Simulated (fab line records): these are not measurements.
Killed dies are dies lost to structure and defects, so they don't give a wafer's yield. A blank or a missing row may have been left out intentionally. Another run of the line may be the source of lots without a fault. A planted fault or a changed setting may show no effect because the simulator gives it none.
Check of tool commonality ; flow sky130 ; Sample size 11 lots and 33 wafers

## WHY THIS WAS OPENED
At SKY_NWELL_RS_MEAS_29 the reading NWELL_RS is flagged on 2 of 11 lots. Wafers without a fault read 625.0 ohm/sq, standard deviation 1.5.
Rule: flag the lot when none of its wafers has a number, or when each of its wafers that has one lies beyond 4 standard deviations from that mean. All remaining lots are regarded as sound.

lot;measured;on;NWELL_RS (ohm/sq), wafer by wafer;flag
L548;day 6 10:40;film_metro-02;626.3 625.9 626.8;
L549;day 6 12:50;film_metro-03;623.9 623.5 622.5;
L550;day 6 18:54;film_metro-03;624.1 625.1 625.0;
L551;day 7 00:02;film_metro-03;625.4 625.8 627.0;
L554;day 7 14:26;film_metro-03;627.2 625.5 626.2;
L555;day 7 19:54;film_metro-02;625.7 624.3 625.5;
L558;day 8 12:44;film_metro-01;625.9 625.2 623.5;
L559;day 8 17:41;film_metro-03;604.2 603.9 603.7;FLAGGED
L560;day 9 00:47;film_metro-01;626.0 628.7 627.1;
L561;day 9 06:29;film_metro-01;604.4 604.6 604.0;FLAGGED
L565;day 10 16:46;film_metro-03;625.5 620.7 623.9;
Average over the flagged lots: 604.1 ohm/sq; offset from the usual -20.9 ohm/sq, equal to -14 standard deviations.

## EACH LOT AND THE TOOL IT RAN ON
2 process steps preceding the reading are held in the record, out of 708 steps in the route. Cell contents, in order: the tool; ch with the chambers the sampled wafers went through; the start.
lot;flag;SKY_FIELD_ISO_ETCH_15;SKY_NWELL_IMPLANT_11
L548;;rie_diel-04 ch 0,1,2, day 2 21:43;implanter-01 ch 0, day 5 15:40
L549;;rie_diel-01 ch 0,1,2, day 3 01:55;implanter-02 ch 0, day 5 17:02
L550;;rie_diel-02 ch 1,2,3, day 3 12:34;implanter-04 ch 0, day 5 23:01
L551;;rie_diel-04 ch 2,3, day 3 13:42;implanter-02 ch 0, day 6 03:53
L554;;rie_diel-04 ch 1,3, day 4 05:40;implanter-04 ch 0, day 6 18:47
L555;;rie_diel-02 ch 2,3, day 4 09:41;implanter-04 ch 0, day 7 01:17
L558;;rie_diel-01 ch 0,2,3, day 5 02:33;implanter-04 ch 0, day 7 17:11
L559;FLAGGED;rie_diel-02 ch 0,1, day 5 05:45;implanter-02 ch 0, day 7 20:37
L560;;rie_diel-04 ch 0,1,3, day 5 11:25;implanter-04 ch 0, day 8 03:23
L561;FLAGGED;rie_diel-01 ch 0,1, day 5 16:07;implanter-02 ch 0, day 8 08:43
L565;;rie_diel-02 ch 0,1,2, day 6 13:36;implanter-01 ch 0, day 9 17:39
These steps, and what they do:
- SKY_FIELD_ISO_ETCH_15: etches the open film in CHF3/O2, stops on Si, target depth 180 nm, time 72 s.
- SKY_NWELL_IMPLANT_11
- SKY_NWELL_RS_MEAS_29: measures by four-point-probe.

## FLAGGED OVER TOTAL, TOOL BY TOOL (the gauges that took the reading come last)
step;tool;lots run;flagged;share of the flagged lots;sound lots run after its first flagged lot
SKY_FIELD_ISO_ETCH_15;rie_diel-01;3;1;some;0
SKY_FIELD_ISO_ETCH_15;rie_diel-02;4;1;some;1 (L565)
SKY_FIELD_ISO_ETCH_15;rie_diel-04;4;0;none;-
SKY_NWELL_IMPLANT_11;implanter-01;2;0;none;-
SKY_NWELL_IMPLANT_11;implanter-02;4;2;all;0
SKY_NWELL_IMPLANT_11;implanter-04;5;0;none;-
SKY_NWELL_RS_MEAS_29;film_metro-01;3;1;some;0
SKY_NWELL_RS_MEAS_29;film_metro-02;2;0;none;-
SKY_NWELL_RS_MEAS_29;film_metro-03;6;1;some;1 (L565)

## THE TABLE: WHAT IT ALLOWS
Rows of the table that ran each flagged lot: 1, that is implanter-02 at SKY_NWELL_IMPLANT_11.
- implanter-02 at SKY_NWELL_IMPLANT_11 ran 4 lots, 2 of them flagged. Its last sound lot is L551 (day 6 03:53), its first flagged lot L559 (day 7 20:37): a fault that began between those two fits. Its own readings (beam_energy_keV) fall more than 4 standard deviations out on all wafers of the flagged lots.
Left over: one tool, implanter-02 at SKY_NWELL_IMPLANT_11.

## WHAT WAS PUT IN BY THE SIMULATOR
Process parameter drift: implanter-02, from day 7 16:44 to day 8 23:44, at SKY_NWELL_IMPLANT_11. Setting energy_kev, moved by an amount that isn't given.
Lots struck among those shown: L559, L561. Same finding as the rule above.
